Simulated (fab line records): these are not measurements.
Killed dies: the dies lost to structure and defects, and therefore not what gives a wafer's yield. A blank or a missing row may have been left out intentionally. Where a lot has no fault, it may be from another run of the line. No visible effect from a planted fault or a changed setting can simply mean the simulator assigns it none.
fab line records -- flow sfqLine
record: lots: 6, wafers: 18, lastDay: 91
route steps=325 shown INCOMING@1 L0@3
lots that met no fault: taken from a fault-free run of the same line
startH: start of the lot's first displayed wafer, in hours after the record's first day -- waitH: hours from the lot's prior step to this one -- " same as the row above -- L1.1+2: a row that stands for several wafers -- - no value, or no start was given -- * or withheld: withheld -- < > ~ a bound
route shown NAME@n: NAME is a module with steps in the file, n the number in the route of the first one -- usual: mean/standard deviation taken from wafers without a fault -- same: alike in all rows -- chamber/n: place in a boat -- sites: the reading at each site -- _std_site: their standard deviation -- _edge_site: the outer-site mean with the inner-site mean subtracted -- radiusMm: for every site, how far away it sits from the centre of the wafer -- mask NAME#n: copy n -- behind: tool/chamber where the wafer was last shaped -- hold: why the lot went on hold/how many hours it stayed there/how the hold came to an end -- device: the transistor (n, p or np) that didn't switch -- end of line: tests of these same wafers at the route's end -- where a step has no rows: the recipe by itself -- killed: dies that structure and defects cost at the first sort, which is not the same as the wafer's yield -- map: a wafer's dies, x killed, . not, _ none there
set.NAME: the setting as run; set.NAME@STEP: as run at that earlier step -- model.NAME: the simulator's own value behind a step, which no gauge read
lots at selected steps of the route; one table per step, one row per wafer
services: the hour from which a tool's chamber was out of use, counted from the record's first day as startH (under 0 if before that day), plus the number of hours and why
== steps ==
step: SFQ_INCOMING_BOW_MEAS_900
recipe: mode: bow
usual: INCOMING_BOW: 0/6.6
lot.wafer,tool,chamber,startH,waitH,INCOMING_BOW[um]
L610.1,filmMetro-03,-,60.00,-,7
L610.2,filmMetro-03,-,60.00,-,-9
L610.6,filmMetro-03,-,60.00,-,1
L612.1,filmMetro-03,-,70.00,-,13
L612.2,filmMetro-03,-,70.00,-,-4
L612.5,filmMetro-03,-,70.00,-,3
L615.2,filmMetro-02,-,85.02,-,-2
L615.3,filmMetro-02,-,85.02,-,-8
L615.6,filmMetro-02,-,85.02,-,5
L616.1,filmMetro-01,-,90.00,-,-6
L616.2,filmMetro-01,-,90.00,-,9
L616.6,filmMetro-01,-,90.00,-,4
L618.1,filmMetro-02,-,100.00,-,-12
L618.2,filmMetro-02,-,100.00,-,-8
L618.3,filmMetro-02,-,100.00,-,2
L619.2,filmMetro-03,-,105.02,-,18
L619.3,filmMetro-03,-,105.02,-,-3
L619.4,filmMetro-03,-,105.02,-,-5
step: SFQ_TRILAYER_INCOMING_OXIDATION_002
recipe: tempC: 1000, ambient: H2O, targetThkA: 5000, pH2oTorr: 720, oxTimeS: 4939
step: SFQ_TRILAYER_L0_DEP_SPUTTER_003
recipe: material: MoNx_KI, basePressurePa: 1.33e-06, targetThkNm: 40, powerW: 800, timeS: 100, chamberPressurePa: 0.4
usual: throttleValvePct: 30.5/0.97
lot.wafer,tool,chamber,startH,waitH,throttleValvePct
L610.1,pvdSputter-06,-,62.49,0.0,30.4
L610.2,pvdSputter-06,-,62.49,0.0,29.9
L610.6,pvdSputter-06,-,62.49,0.0,30.1
L612.1,pvdSputter-03,-,72.49,0.0,30.0
L612.2,pvdSputter-03,-,72.49,0.0,31.9
L612.5,pvdSputter-03,-,72.49,0.0,29.8
L615.2,pvdSputter-03,-,87.49,0.0,31.9
L615.3,pvdSputter-03,-,87.49,0.0,29.9
L615.6,pvdSputter-03,-,87.49,0.0,29.8
L616.1,pvdSputter-04,-,92.49,0.0,31.3
L616.2,pvdSputter-04,-,92.49,0.0,29.7
L616.6,pvdSputter-04,-,92.49,0.0,29.6
L618.1,pvdSputter-06,-,102.49,0.0,30.3
L618.2,pvdSputter-06,-,102.49,0.0,30.1
L618.3,pvdSputter-06,-,102.49,0.0,29.1
L619.2,pvdSputter-04,-,107.49,0.0,29.4
L619.3,pvdSputter-04,-,107.49,0.0,31.3
L619.4,pvdSputter-04,-,107.49,0.0,30.5
step: SFQ_L0_RS_MEAS_901
recipe: thkMeasGauge: four-point-probe, reads: MoNx_KI_of_TRILAYER_L0_DEP_SPUTTER_003
usual: L0_MONX_KI_RS: 43.5/0.49
lot.wafer,tool,chamber,startH,waitH,L0_MONX_KI_RS[ohm/sq]
L610.1,filmMetro-04,-,62.56,0.0,43.7
L610.2,filmMetro-04,-,62.56,0.0,43.6
L610.6,filmMetro-04,-,62.56,0.0,43.6
L612.1,filmMetro-02,-,72.56,0.0,43.8
L612.2,filmMetro-02,-,72.56,0.0,43.2
L612.5,filmMetro-02,-,72.56,0.0,43.3
L615.2,filmMetro-03,-,87.58,0.1,43.4
L615.3,filmMetro-03,-,87.58,0.1,43.4
L615.6,filmMetro-03,-,87.58,0.1,43.3
L616.1,filmMetro-02,-,92.56,0.0,43.4
L616.2,filmMetro-02,-,92.56,0.0,43.6
L616.6,filmMetro-02,-,92.56,0.0,43.4
L618.1,filmMetro-02,-,102.56,0.0,43.7
L618.2,filmMetro-02,-,102.56,0.0,43.3
L618.3,filmMetro-02,-,102.56,0.0,43.8
L619.2,filmMetro-02,-,107.58,0.1,44.1
L619.3,filmMetro-02,-,107.58,0.1,43.6
L619.4,filmMetro-02,-,107.58,0.1,43.6
step: SFQ_L0_THK_MEAS_902
recipe: thkMeasGauge: xrf, reads: MoNx_KI_of_TRILAYER_L0_DEP_SPUTTER_003
usual: L0_MONX_KI_THK: 40.2/0.46
lot.wafer,tool,chamber,startH,waitH,L0_MONX_KI_THK[nm]
L610.1,filmMetro-04,-,62.68,0.1,40.0
L610.2,filmMetro-04,-,62.68,0.1,40.0
L610.6,filmMetro-04,-,62.68,0.1,40.2
L612.1,filmMetro-02,-,72.68,0.1,39.9
L612.2,filmMetro-02,-,72.68,0.1,40.4
L612.5,filmMetro-02,-,72.68,0.1,40.4
L615.2,filmMetro-03,-,87.69,0.1,40.2
L615.3,filmMetro-03,-,87.69,0.1,40.5
L615.6,filmMetro-03,-,87.69,0.1,40.6
L616.1,filmMetro-02,-,92.68,0.1,40.3
L616.2,filmMetro-02,-,92.68,0.1,40.2
L616.6,filmMetro-02,-,92.68,0.1,40.1
L618.1,filmMetro-02,-,102.68,0.1,39.8
L618.2,filmMetro-02,-,102.68,0.1,40.2
L618.3,filmMetro-02,-,102.68,0.1,39.6
L619.2,filmMetro-02,-,107.69,0.1,39.5
L619.3,filmMetro-02,-,107.69,0.1,39.8
L619.4,filmMetro-02,-,107.69,0.1,39.9
step: SFQ_TRILAYER_L0_LITHO_COAT_010
recipe: resist: BARC, spinRpm: 3000, resistThkNm: 62
step: SFQ_TRILAYER_L0_LITHO_COAT_005
recipe: resist: KrF, spinRpm: 3000, resistThkNm: 600
step: SFQ_TRILAYER_L0_LITHO_SOFTBAKE_009
recipe: tempC: withheld, timeS: withheld, resist: KrF
step: SFQ_TRILAYER_L0_LITHO_EXPOSE_006
recipe: maskId: L0, na: 0.6, sourceShape: conventional, sigmaOuter: 0.65, targetCdNm: 2000, doseMj: 14.4
usual: stageVelMmS: 500.03/0.27
lot.wafer,tool,chamber,startH,waitH,mask,stageVelMmS
L610.1,krfScanner-01,0,124.05,-,L0#0,500.10
L610.2,krfScanner-01,0,124.05,-,L0#0,500.21
L610.6,krfScanner-01,0,124.05,-,L0#0,500.13
L612.1,krfScanner-01,0,126.45,-,L0#0,500.08
L612.2,krfScanner-01,0,126.45,-,L0#0,499.53
L612.5,krfScanner-01,0,126.45,-,L0#0,499.87
L615.2,krfScanner-02,0,150.22,-,L0#0,500.23
L615.3,krfScanner-02,0,150.22,-,L0#0,499.78
L615.6,krfScanner-02,0,150.22,-,L0#0,500.03
L616.1,krfScanner-02,0,153.62,-,L0#0,500.14
L616.2,krfScanner-02,0,153.62,-,L0#0,499.95
L616.6,krfScanner-02,0,153.62,-,L0#0,499.95
L618.1,krfScanner-01,0,168.69,-,L0#0,500.51
L618.2,krfScanner-01,0,168.69,-,L0#0,500.43
L618.3,krfScanner-01,0,168.69,-,L0#0,500.44
L619.2,krfScanner-01,0,173.69,-,L0#0,500.09
L619.3,krfScanner-01,0,173.69,-,L0#0,500.18
L619.4,krfScanner-01,0,173.69,-,L0#0,500.18
step: SFQ_TRILAYER_L0_LITHO_PEB_008
recipe: pebTempC: 115, pebTimeS: 60, resist: KrF
step: SFQ_TRILAYER_L0_LITHO_DEVELOP_007
recipe: timeS: 60, resist: KrF
step: SFQ_TRILAYER_L0_BARC_OPEN_METAL_ETCH_010
recipe: maskMaterial: PR, chemistry: O2, targetDepthNm: 125, target: BARC, icpW: 600, biasW: 80, pressureMtorr: 10, timeS: 41.7
usual: drypumpMotorCurrentA: 6.1/0.45, oesProductAu: 0.684/0.0044
lot.wafer,tool,chamber,startH,waitH,drypumpMotorCurrentA,oesProductAu,rfHoursCounterH,model.L0.cdNm
L610.1,rieMetal-04,0,125.55,0.1,6.4,0.684,108,1999
L610.2,rieMetal-04,1,125.55,0.1,6.6,0.682,116,1999
L610.6,rieMetal-04,1,125.55,0.1,6.6,0.678,-,2000
L612.1,rieMetal-04,0,127.95,0.1,6.4,0.684,108,1997
L612.2,rieMetal-04,1,127.95,0.1,6.6,0.685,117,1998
L612.5,rieMetal-04,1,127.95,0.1,6.6,0.681,-,1998
L615.2,rieMetal-04,1,151.55,0.1,6.6,0.680,-,1999
L615.3,rieMetal-04,1,151.55,0.1,6.6,0.674,-,2000
L615.6,rieMetal-04,1,151.55,0.1,6.6,0.685,-,1998
L616.1,rieMetal-01,1,155.12,0.1,5.6,0.682,14,2002
L616.2,rieMetal-01,0,155.12,0.1,5.4,0.684,105,2002
L616.6,rieMetal-01,1,155.12,0.1,5.6,0.683,-,2001
L618.1,rieMetal-04,1,170.19,0.1,6.6,0.688,124,1980
L618.2,rieMetal-04,0,170.19,0.1,6.5,0.689,113,-
L618.3,rieMetal-04,0,170.19,0.1,6.4,0.684,-,1985
L619.2,rieMetal-04,0,174.99,0.1,6.5,0.691,114,1983
L619.3,rieMetal-04,1,174.99,0.1,6.6,0.686,-,1985
L619.4,rieMetal-04,0,174.99,0.1,6.5,0.687,-,1989
step: SFQ_TRILAYER_L0_ETCH_METAL_ETCH_008
recipe: target: MoNx_KI, stopOn: SiO2, maskMaterial: PR, chemistry: SF6/O2, targetDepthNm: 50, icpW: 600, biasW: 80, pressureMtorr: 10, timeS: 25
usual: drypumpMotorCurrentA: 6.1/0.45, oesProductAu: 0.873/0.007
lot.wafer,tool,chamber,startH,waitH,drypumpMotorCurrentA,oesProductAu,rfHoursCounterH,model.L0.cdNm
L610.1,rieMetal-04,0,125.61,0.0,6.4,0.868,108,1998
L610.2,rieMetal-04,1,125.61,0.0,6.6,0.869,116,1999
L610.6,rieMetal-04,1,125.61,0.0,6.6,0.877,-,2000
L612.1,rieMetal-04,0,128.01,0.0,6.5,0.876,108,1998
L612.2,rieMetal-04,1,128.01,0.0,6.6,0.876,117,1998
L612.5,rieMetal-04,1,128.01,0.0,6.6,0.875,-,1998
L615.2,rieMetal-04,1,151.70,0.1,6.6,0.873,-,1999
L615.3,rieMetal-04,1,151.70,0.1,6.6,0.876,-,2000
L615.6,rieMetal-04,1,151.70,0.1,6.7,0.871,-,1998
L616.1,rieMetal-01,1,155.18,0.0,5.6,0.875,14,2002
L616.2,rieMetal-01,0,155.18,0.0,5.4,0.877,105,2002
L616.6,rieMetal-01,1,155.18,0.0,5.6,0.873,-,2001
L618.1,rieMetal-04,1,170.25,0.0,6.6,0.873,124,1980
L618.2,rieMetal-04,0,170.25,0.0,6.4,0.878,113,1976
L618.3,rieMetal-04,0,170.25,0.0,6.5,0.874,-,1986
L619.2,rieMetal-04,0,175.05,0.0,6.5,0.867,114,1983
L619.3,rieMetal-04,1,175.05,0.0,6.6,0.871,-,1985
L619.4,rieMetal-04,0,175.05,0.0,6.5,0.881,-,1989
step: SFQ_TRILAYER_L0_STRIP_STRIP_009
recipe: gas: O2, powerW: 200, platenTempC: 40, overashFraction: 0.65, chemistry: O2, pressureMtorr: 50
usual: drypumpMotorCurrentA: 6.1/0.45, oesProductAu: 0.999/0.01
lot.wafer,tool,chamber,startH,waitH,drypumpMotorCurrentA,oesProductAu,rfHoursCounterH
L610.1,rieMetal-04,0,125.65,0.0,6.4,1.016,108
L610.2,rieMetal-04,1,125.65,0.0,6.6,1.003,117
L610.6,rieMetal-04,1,125.65,0.0,6.6,0.994,-
L612.1,rieMetal-04,0,128.05,0.0,6.5,1.008,109
L612.2,rieMetal-04,1,128.05,0.0,6.6,1.003,117
L612.5,rieMetal-04,1,128.05,0.0,6.5,1.000,-
L615.2,rieMetal-04,1,152.07,0.3,6.6,0.985,-
L615.3,rieMetal-04,1,152.07,0.3,6.6,0.984,-
L615.6,rieMetal-04,1,152.07,0.3,6.6,0.987,-
L616.1,rieMetal-01,1,155.22,0.0,5.6,0.994,14
L616.2,rieMetal-01,0,155.22,0.0,5.4,0.994,105
L616.6,rieMetal-01,1,155.22,0.0,5.6,1.000,-
L618.1,rieMetal-04,1,170.30,0.0,6.6,0.993,124
L618.2,rieMetal-04,0,170.30,0.0,6.5,1.014,113
L618.3,rieMetal-04,0,170.30,0.0,6.4,1.015,-
L619.2,rieMetal-04,0,175.10,0.0,6.5,1.012,114
L619.3,rieMetal-04,1,175.10,0.0,6.6,0.995,-
L619.4,rieMetal-04,0,175.10,0.0,6.5,1.005,-
== services ==
tool,chamber,startH,hours,kind
krfScanner-02,-,46.09,3.6,pm
rieMetal-01,1,52.72,-,clean
rieMetal-01,1,52.72,-,consumableReplace:focusRing
rieMetal-01,1,52.72,20.0,scheduledDown
rieMetal-01,1,52.72,20.0,ventCycle
rieMetal-01,-,54.87,4.3,pm
pvdSputter-04,-,70.11,2.4,repair
krfScanner-02,-,76.04,0.8,pm
krfScanner-02,-,100.92,1.0,pm
pvdSputter-03,-,102.38,2.9,repair
pvdSputter-04,-,115.77,2.3,repair
pvdSputter-06,-,121.06,3.0,repair
rieMetal-04,-,121.53,1.4,pm
krfScanner-02,-,128.32,1.3,pm
krfScanner-01,-,130.05,1.3,pm
rieMetal-04,0,148.24,13.7,repair
krfScanner-02,-,162.02,0.8,pm
krfScanner-01,-,163.34,1.0,pm
krfScanner-01,-,164.34,0.8,pm
krfScanner-02,-,172.38,1.6,repair
== key ==
firstSign none at tools or gauges
modelEffect: step: SFQ_TRILAYER_L0_BARC_OPEN_METAL_ETCH_010, value: L0.cdNm, without: 2000, struck: 1984
modelEffect: step: SFQ_TRILAYER_L0_ETCH_METAL_ETCH_008, value: L0.cdNm, without: 1999, struck: 1983
metAt SFQ_TRILAYER_L0_LITHO_EXPOSE_006
struckWafers L618.1,L618.2,L618.3,L619.2,L619.3,L619.4
onsetBetween 126.45 168.69
alsoFits time
fault: kind: processParameterDrift, tool: krfScanner-01, chamber: -, onsetH: 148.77, steps: SFQ_TRILAYER_L0_LITHO_EXPOSE_006, channel: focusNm, offset: 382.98, spreadByWafer: 0.3, shape: step, endH: 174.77
